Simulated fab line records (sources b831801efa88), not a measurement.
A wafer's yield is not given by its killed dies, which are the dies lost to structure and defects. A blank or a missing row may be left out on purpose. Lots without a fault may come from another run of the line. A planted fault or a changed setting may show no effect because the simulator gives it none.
Split-lot experiment | flow sky130 | route with 708 steps; 5 lots, 23 wafers read

## SPLIT DETAILS
At SKY_GATE_OXIDE_IMPLANT_11, the setting energy kev was moved away from the recipe's 10 on 8 of the 23 wafers read, by -4.5% to -1.8%. All remaining wafers had this setting at the recipe value.

The reading is taken at the split's own step.

## THE READING
In nm, at SKY_GATE_OXIDE_IMPLANT_11: implant.drp nm, which is the simulator's own figure and was read by no gauge. No usual value for it is given in the file.

wafer  | tool, chamber at the split | energy kev as run | against the recipe | implant.drp nm, nm | against lot-mates on the recipe
L074.1 | implanter-04, 0            | 10                | recipe             | 17.11              | -
L074.4 | implanter-04, 0            | 10                | recipe             | 17.11              | -
L074.5 | implanter-04, 0            | 10                | recipe             | 17.11              | -
L075.1 | implanter-02, 0            | 10                | recipe             | 17.11              | -
L075.2 | implanter-02, 0            | 10                | recipe             | 17.11              | -
L075.3 | implanter-02, 0            | 9.552             | -4.5%              | 16.57              | -0.54
L075.4 | implanter-02, 0            | 9.552             | -4.5%              | 16.57              | -0.54
L075.5 | implanter-02, 0            | 9.552             | -4.5%              | 16.57              | -0.54
L078.1 | implanter-04, 0            | 10                | recipe             | 17.11              | -
L078.2 | implanter-04, 0            | 10                | recipe             | 17.11              | -
L078.3 | implanter-04, 0            | 9.817             | -1.8%              | 16.89              | -0.22
L078.4 | implanter-04, 0            | 9.817             | -1.8%              | 16.89              | -0.22
L078.5 | implanter-04, 0            | 9.817             | -1.8%              | 16.89              | -0.22
L080.1 | implanter-02, 0            | 10                | recipe             | 17.11              | -
L080.2 | implanter-02, 0            | 10                | recipe             | 17.11              | -
L080.3 | implanter-02, 0            | 10                | recipe             | 17.11              | -
L080.5 | implanter-02, 0            | 10                | recipe             | 17.11              | -
L080.6 | implanter-02, 0            | 10                | recipe             | 17.11              | -
L084.1 | implanter-02, 0            | 9.688             | -3.1%              | 16.74              | -0.37
L084.4 | implanter-02, 0            | 9.688             | -3.1%              | 16.74              | -0.37
L084.3 | implanter-02, 0            | 10                | recipe             | 17.11              | -
L084.5 | implanter-02, 0            | 10                | recipe             | 17.11              | -
L084.6 | implanter-02, 0            | 10                | recipe             | 17.11              | -

FIT RESULTS
A straight line over all 23 wafers: implant.drp nm changes by +0.12 nm for each +1% of energy kev; r = +1.00; the points scatter about the line by 0.0016 nm.
The same after taking each lot's own level away (the mean of its wafers on the recipe; 23 wafers): +0.12 nm for each +1%; r = +1.00; scatter 0.0016 nm.
Per that fit: largest energy kev move, reading shift of 0.54 nm.
The lots' own levels span 17.110 to 17.110 nm.
The two slopes are in agreement: the lot-to-lot level therefore moves the slope only a little.
Check: -0.537 nm against its lot-mates is what the line predicts for one of the wafers moved furthest among these (-4.5%) when that wafer is left out of the fit. Against them it came out at -0.54 nm.

## THE OTHER SPLITS THESE WAFERS WENT THROUGH
These wafers also went through other splits before the reading. Each is held against what the fit with the lots' levels taken away leaves over:
other split on the same wafers         | wafers away from the commonest value | r with implant.drp nm (lot level and that fit taken away)
SKY_SONOS_TUNNEL_IMPLANT_09 energy kev | 10                                   | -0.10
SKY_GATE_OXIDE_OXIDATION_01 temp c     | 15                                   | -0.27

## THE WHOLE CHAIN: every reading that the file lists as answering this split, in the file's order
step                      | what it does | reading                                                         | change (the file's fit)               | r (the file's)
SKY_GATE_OXIDE_IMPLANT_11 |              | implant.rp nm (the simulator's own value, which no gauge read)  | +0.269 nm for each +1% of the setting | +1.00
SKY_GATE_OXIDE_IMPLANT_11 |              | implant.drp nm (the simulator's own value, which no gauge read) | +0.12 nm for each +1% of the setting  | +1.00

## FILE'S OWN FIT
implant.drp nm changes by +0.12 nm for each +1% of energy kev, r = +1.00.
